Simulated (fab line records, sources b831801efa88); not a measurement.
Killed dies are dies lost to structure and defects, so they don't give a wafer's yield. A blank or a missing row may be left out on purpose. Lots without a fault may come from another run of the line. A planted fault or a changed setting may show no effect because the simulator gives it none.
Which tool did it? | flow sky130 | 13 lots, 39 wafers sampled, at 3 steps of a route of 708

WHAT THE GAUGES READ, wafer by wafer
SKY_POLY_CUT_CD_MEAS_08: target cd 270 nm.
lot  | measured     | on        | cd_nm (nm)
L454 | day 25 09:02 | cd_sem-01 | 271.1 271.4 270.8
L455 | day 25 12:44 | cd_sem-02 | 270.9 270.5 271.1
L456 | day 25 21:01 | cd_sem-01 | 270.1 269.9 270.2
L459 | day 26 21:22 | cd_sem-01 | 268.7 270.5 270.3
L460 | day 27 04:34 | cd_sem-01 | 269.8 270.1 269.8
L461 | day 28 02:22 | cd_sem-01 | 269.5 270.1 270.6
L462 | day 28 03:20 | cd_sem-02 | 269.6 269.3 269.0
L463 | day 28 08:34 | cd_sem-01 | 269.2 270.3 269.2
L465 | day 29 08:37 | cd_sem-01 | 269.8 269.6 271.7
L467 | day 29 19:25 | cd_sem-01 | 271.5 272.9 271.9
L469 | day 30 12:19 | cd_sem-01 | 268.8 267.9 269.1
L472 | day 30 23:52 | cd_sem-01 | 269.9 268.0 269.0
L473 | day 31 17:36 | cd_sem-01 | 270.8 271.2 270.8

WHICH TOOL RAN EACH LOT (tool, then ch and the chambers of the sampled wafers, then the start)
lot  | SKY_LDD_P_IMPLANT_09            | SKY_LDD_HVP_STRIP_09
L454 | implanter-02 ch 0, day 20 02:46 | plasma_asher-01 ch 0,1, day 22 17:27
L455 | implanter-04 ch 0, day 20 07:34 | plasma_asher-03 ch 0,1, day 22 22:35
L456 | implanter-01 ch 0, day 20 15:34 | plasma_asher-02 ch 0,1, day 23 05:39
L459 | implanter-02 ch 0, day 21 16:15 | plasma_asher-03 ch 0,1, day 24 06:00
L460 | implanter-02 ch 0, day 22 01:13 | plasma_asher-01 ch 1, day 24 14:57
L461 | implanter-04 ch 0, day 22 21:41 | plasma_asher-01 ch 0,1, day 25 10:56
L462 | implanter-02 ch 0, day 22 22:22 | plasma_asher-03 ch 0,1, day 25 12:09
L463 | implanter-04 ch 0, day 23 07:09 | plasma_asher-02 ch 0,1, day 25 20:06
L465 | implanter-02 ch 0, day 24 05:25 | plasma_asher-02 ch 0,1, day 26 18:57
L467 | implanter-01 ch 0, day 24 18:06 | plasma_asher-01 ch 0,1, day 27 07:06
L469 | implanter-01 ch 0, day 25 11:54 | plasma_asher-03 ch 0,1, day 28 00:08
L472 | implanter-01 ch 0, day 26 01:15 | plasma_asher-02 ch 0,1, day 28 12:23
L473 | implanter-01 ch 0, day 26 16:43 | plasma_asher-02 ch 0,1, day 29 04:24
- SKY_LDD_P_IMPLANT_09
- SKY_LDD_HVP_STRIP_09: strips in O2/N2.

WHAT THE TOOLS THEMSELVES READ (means of the sampled wafers that have a number; where no wafer has one, the mark that the record gives instead)
SKY_LDD_P_IMPLANT_09.
lot  | tool         | dose_ions_cm2
L454 | implanter-02 | 9.988e+12
L455 | implanter-04 | 9.983e+12
L456 | implanter-01 | 9.995e+12
L459 | implanter-02 | 1.000e+13
L460 | implanter-02 | 1.000e+13
L461 | implanter-04 | 1.000e+13
L462 | implanter-02 | 9.993e+12
L463 | implanter-04 | 1.000e+13
L465 | implanter-02 | 9.995e+12
L467 | implanter-01 | 9.987e+12
L469 | implanter-01 | 9.997e+12
L472 | implanter-01 | 1.040e+13
L473 | implanter-01 | 1.039e+13

SKY_LDD_HVP_STRIP_09.
lot  | tool            | drypump_motor_current_A (A) | oes_product_au (a.u.) | strip_time_to_endpoint_s (s)
L454 | plasma_asher-01 | 5.62                        | 0.409                 | 4.154
L455 | plasma_asher-03 | 5.60                        | 0.411                 | 4.148
L456 | plasma_asher-02 | 5.90                        | 0.406                 | 4.124
L459 | plasma_asher-03 | 5.62                        | 0.409                 | 4.129
L460 | plasma_asher-01 | 5.78                        | 0.412                 | 4.154
L461 | plasma_asher-01 | 5.62                        | 0.406                 | 4.141
L462 | plasma_asher-03 | 5.63                        | 0.406                 | 4.168
L463 | plasma_asher-02 | 5.81                        | 0.404                 | 4.135
L465 | plasma_asher-02 | 5.82                        | 0.408                 | 4.133
L467 | plasma_asher-01 | 5.69                        | 0.407                 | 4.159
L469 | plasma_asher-03 | 5.38                        | 0.408                 | 4.135
L472 | plasma_asher-02 | 5.79                        | 0.403                 | 4.111
L473 | plasma_asher-02 | 5.90                        | 0.411                 | 4.136

THE ANSWER, worked out from the rows above alone
Rule: what is usual is taken from the lots themselves. Put in order of their means at a reading, lots are off if they are a third of the lots or fewer, leave a main group of 4 or more, and stand apart from it by a gap of 3 or more times the standard deviation of the main group's means; of several such gaps the widest counts. A main group whose means are all the same, to the digits that the tables above print for the reading, isn't used. A lot without any number at a reading at which 4 lots or more have one is off too. The other lots that the step has rows for count as sound. The gauges are gone through in route order, then the tools' own readings, and for those a lot's mean is taken as printed above. The first step at which some lot is off is used, and at that step the reading that is off furthest; a lot without a number counts as furthest.
Off: L472, L473, at SKY_LDD_P_IMPLANT_09 (dose_ions_cm2). The main group: mean 9.994e+12, standard deviation 5.7e+09.
A tool fits if, at that step or a process step before it, it ran every lot that is off, and no sound lot after the first of them. One fits: implanter-01 at SKY_LDD_P_IMPLANT_09. Its last sound lot is L469 (day 25 11:54), its first lot that is off L472 (day 26 01:15): a fault that began between those two fits.
The tool's own readings at SKY_LDD_P_IMPLANT_09 bear it out: on the lots that are off they differ by more than 5 times the standard deviation of the sound lots' means. dose_ions_cm2 reads 1.040e+13 there against 9.994e+12 on the sound lots.

WHAT THE SIMULATOR HAD PUT IN
Process parameter drift: implanter-01, from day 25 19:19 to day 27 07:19, at SKY_LDD_P_IMPLANT_09. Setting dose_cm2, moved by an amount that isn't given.
Lots struck among those shown: L472, L473. The rule above found the same.
